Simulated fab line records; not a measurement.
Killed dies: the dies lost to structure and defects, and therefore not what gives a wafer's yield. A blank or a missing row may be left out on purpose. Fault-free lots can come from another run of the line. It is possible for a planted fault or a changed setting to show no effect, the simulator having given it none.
The tool behind it: which one? || flow sky130 || at 1 step of a route of 708, 14 lots with 42 wafers sampled

## WHAT EACH GAUGE READ, for each wafer
SKY_METAL2_THK_MEAS_06: measures by xrf.
{"lot": "L171", "measured": "day 34 22:37", "on": "film-metro-03", "METAL2_ALCU_THK (nm)": "247.7 245.5 245.7"}
{"lot": "L173", "measured": "day 35 08:10", "on": "film-metro-03", "METAL2_ALCU_THK (nm)": "249.6 244.5 250.9"}
{"lot": "L174", "measured": "day 35 15:38", "on": "film-metro-03", "METAL2_ALCU_THK (nm)": "245.8 245.0 245.4"}
{"lot": "L175", "measured": "day 36 00:59", "on": "film-metro-03", "METAL2_ALCU_THK (nm)": "248.8 245.9 245.0"}
{"lot": "L176", "measured": "day 36 04:00", "on": "film-metro-02", "METAL2_ALCU_THK (nm)": "247.3 253.4 253.6"}
{"lot": "L177", "measured": "day 36 15:31", "on": "film-metro-04", "METAL2_ALCU_THK (nm)": "245.7 247.9 247.5"}
{"lot": "L179", "measured": "day 37 04:05", "on": "film-metro-02", "METAL2_ALCU_THK (nm)": "252.7 246.4 248.9"}
{"lot": "L184", "measured": "day 38 16:39", "on": "film-metro-04", "METAL2_ALCU_THK (nm)": "251.2 246.7 245.4"}
{"lot": "L187", "measured": "day 39 13:22", "on": "film-metro-02", "METAL2_ALCU_THK (nm)": "250.7 251.2 248.2"}
{"lot": "L188", "measured": "day 39 18:29", "on": "film-metro-04", "METAL2_ALCU_THK (nm)": "248.6 248.8 251.2"}
{"lot": "L189", "measured": "day 39 21:07", "on": "film-metro-02", "METAL2_ALCU_THK (nm)": "247.6 249.2 248.4"}
{"lot": "L190", "measured": "day 40 05:39", "on": "film-metro-03", "METAL2_ALCU_THK (nm)": "246.3 245.7 249.3"}
{"lot": "L191", "measured": "day 40 11:06", "on": "film-metro-03", "METAL2_ALCU_THK (nm)": "248.5 249.8 246.8"}
{"lot": "L193", "measured": "day 41 03:31", "on": "film-metro-04", "METAL2_ALCU_THK (nm)": "251.3 254.0 248.2"}

## WHICH TOOL RAN EACH LOT (tool, then ch and the chambers of the sampled wafers, then the start)
Record: no process step prior to these readings.

## AS READ BY THE TOOLS THEMSELVES (means over the sampled wafers that have a number; for cases with no such wafer, the mark the record gives instead)
The record holds no such reading with a usual standard deviation.

## THE ANSWER, worked out from the rows above alone
Rule: the lots themselves supply what counts as usual. The widest of any qualifying gaps counts: lots, ordered by their means at a reading, are off when they make up no more than a third of the lots, leave a main group of 4 or more, and stand apart from it by 3 or more times the standard deviation of that group's means. If all means in a main group match to the digits the tables above print for the reading, that group is not used. A lot without any number at a reading at which 4 lots or more have one is off too. The other lots that the step has rows for count as sound. First the gauges in route order, then the tools' own readings, where a lot's mean is used as printed above. The first step at which some lot is off is used, and at that step the reading that is off furthest; a lot without a number counts as furthest.
Across all readings shown, no lot is off: no conclusion can be drawn from this.

## WHAT WAS PUT IN BY THE SIMULATOR
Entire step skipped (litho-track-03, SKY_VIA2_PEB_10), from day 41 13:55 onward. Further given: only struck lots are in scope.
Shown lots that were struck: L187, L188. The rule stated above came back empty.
